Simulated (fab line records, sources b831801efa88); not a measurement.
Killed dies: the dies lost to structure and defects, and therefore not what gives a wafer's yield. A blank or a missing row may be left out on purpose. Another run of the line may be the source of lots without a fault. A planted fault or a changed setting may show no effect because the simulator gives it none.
Lot-split experiment | flow sfq_line | 27 wafers read from 5 lots, route of 325 steps

ON THE SPLIT
At SFQ_TRILAYER_M1_DEP_SPUTTER_037 (material Nb, target thk 200 nm, time 133.3 s), the setting time_s was moved away from the recipe's 133.3 s on 9 of the 27 wafers read, by -37.2% to -26.8%. This setting was run at the recipe's value on the other wafers.

FROM THE SPLIT TO THE READING: what the file shows between them, 3 steps
- SFQ_M1_RS_MEAS_909: measures by four-point-probe
- SFQ_TRILAYER_M1_LITHO_COAT_044: resist thk 62 nm
- SFQ_TRILAYER_M1_BARC_OPEN_METAL_ETCH_054: etches BARC in O2, target depth 125 nm, time 41.7 s

THE READING
oes_product_au, in a.u., at SFQ_TRILAYER_M1_ETCH_METAL_ETCH_042 (etches Nb in Cl2/Ar, stops on SiO2, target depth 240 nm, time 120 s). A value of 0.894 a.u. with a standard deviation of 0.0062 a.u. is what fault-free wafers of this fab line usually give.

wafer  | tool, chamber at the split | time_s as run, s | against the recipe | oes_product_au, a.u. | against lot-mates on the recipe
L077.1 | pvd_sputter-04, -          | 133.3            | recipe             | 0.893                | -
L077.2 | pvd_sputter-04, -          | 133.3            | recipe             | 0.893                | -
L077.3 | pvd_sputter-04, -          | 97.53            | -26.8%             | 0.746                | -0.147
L077.4 | pvd_sputter-04, -          | 133.3            | recipe             | 0.894                | -
L077.5 | pvd_sputter-04, -          | 97.53            | -26.8%             | 0.761                | -0.132
L077.6 | pvd_sputter-04, -          | 97.53            | -26.8%             | 0.753                | -0.140
L079.1 | pvd_sputter-04, -          | 133.3            | recipe             | 0.881                | -
L079.2 | pvd_sputter-04, -          | 89.2             | -33.1%             | 0.712                | -0.176
L079.3 | pvd_sputter-04, -          | 89.2             | -33.1%             | 0.729                | -0.159
L079.4 | pvd_sputter-04, -          | 133.3            | recipe             | 0.898                | -
L079.5 | pvd_sputter-04, -          | 89.2             | -33.1%             | 0.712                | -0.176
L079.6 | pvd_sputter-04, -          | 133.3            | recipe             | 0.884                | -
L080.1 | pvd_sputter-06, -          | 83.73            | -37.2%             | 0.705                | -0.194
L080.2 | pvd_sputter-06, -          | 133.3            | recipe             | 0.897                | -
L080.3 | pvd_sputter-06, -          | 83.73            | -37.2%             | 0.704                | -0.195
L080.4 | pvd_sputter-06, -          | 133.3            | recipe             | 0.901                | -
L080.5 | pvd_sputter-06, -          | 83.73            | -37.2%             | 0.713                | -0.186
L080.6 | pvd_sputter-06, -          | 133.3            | recipe             | 0.899                | -
L081.1 | pvd_sputter-04, -          | 133.3            | recipe             | 0.891                | -
L081.2 | pvd_sputter-04, -          | 133.3            | recipe             | 0.896                | -
L081.3 | pvd_sputter-04, -          | 133.3            | recipe             | 0.901                | -
L081.4 | pvd_sputter-04, -          | 133.3            | recipe             | 0.899                | -
L081.5 | pvd_sputter-04, -          | 133.3            | recipe             | 0.892                | -
L081.6 | pvd_sputter-04, -          | 133.3            | recipe             | 0.895                | -
L084.1 | pvd_sputter-06, -          | 133.3            | recipe             | 0.889                | -
L084.2 | pvd_sputter-06, -          | 133.3            | recipe             | 0.896                | -
L084.6 | pvd_sputter-06, -          | 133.3            | recipe             | 0.902                | -

FIT RESULTS
A straight line over all 27 wafers: oes_product_au changes by +0.00519 a.u. for each +1% of time_s; r = +1.00; the points scatter about the line by 0.0066 a.u.
The same after taking each lot's own level away (the mean of its wafers on the recipe; 27 wafers): +0.00516 a.u. for each +1%; r = +1.00; scatter 0.0053 a.u.
The reading moves by 0.19 a.u. for the largest change in time_s, on that fit.
The span of the lots' own levels, 0.8877 to 0.8990 a.u., comes to 1.8 times the standard deviation stated above.
The two slopes agree, so the slope changes little with the lot-to-lot level.
Check: for one of the wafers moved furthest among these (-37.2%), held out of the fit, the line's prediction against its lot-mates is -0.192 a.u. It came out at -0.194 a.u. against them.

OTHER SPLITS ON THESE WAFERS
Note: prior to the reading, these wafers also went through further splits. Each is held against what the fit with the lots' levels taken away leaves over:
other split on the same wafers       | wafers away from the commonest value | r with oes_product_au (lot level and that fit taken away)
SFQ_TRILAYER_L0_CAP_PECVD_011 time_s | 12                                   | -0.12
SFQ_TRILAYER_I0_DEP_PECVD_027 time_s | 6                                    | +0.15

THE WHOLE CHAIN: every reading that the file lists as answering this split, in the file's order
step                                | what it does                                                        | reading                                                                                   | change (the file's fit)                   | r (the file's)
SFQ_TRILAYER_M1_DEP_SPUTTER_037     | material Nb, target thk 200 nm, time 133.3 s                        | Nb_of_TRILAYER_M1_DEP_SPUTTER_037.thk_nm (the simulator's own value, which no gauge read) | +1.97 nm for each +1% of the setting      | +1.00
SFQ_M1_RS_MEAS_909                  | measures by four-point-probe                                        | M1_NB_RS                                                                                  | -0.0133 for each +1% of the setting       | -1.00
SFQ_TRILAYER_M1_ETCH_METAL_ETCH_042 | etches Nb in Cl2/Ar, stops on SiO2, target depth 240 nm, time 120 s | oes_product_au                                                                            | +0.00516 a.u. for each +1% of the setting | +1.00

FILE'S OWN FIT
oes_product_au changes by +0.00516 a.u. for each +1% of time_s, r = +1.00.
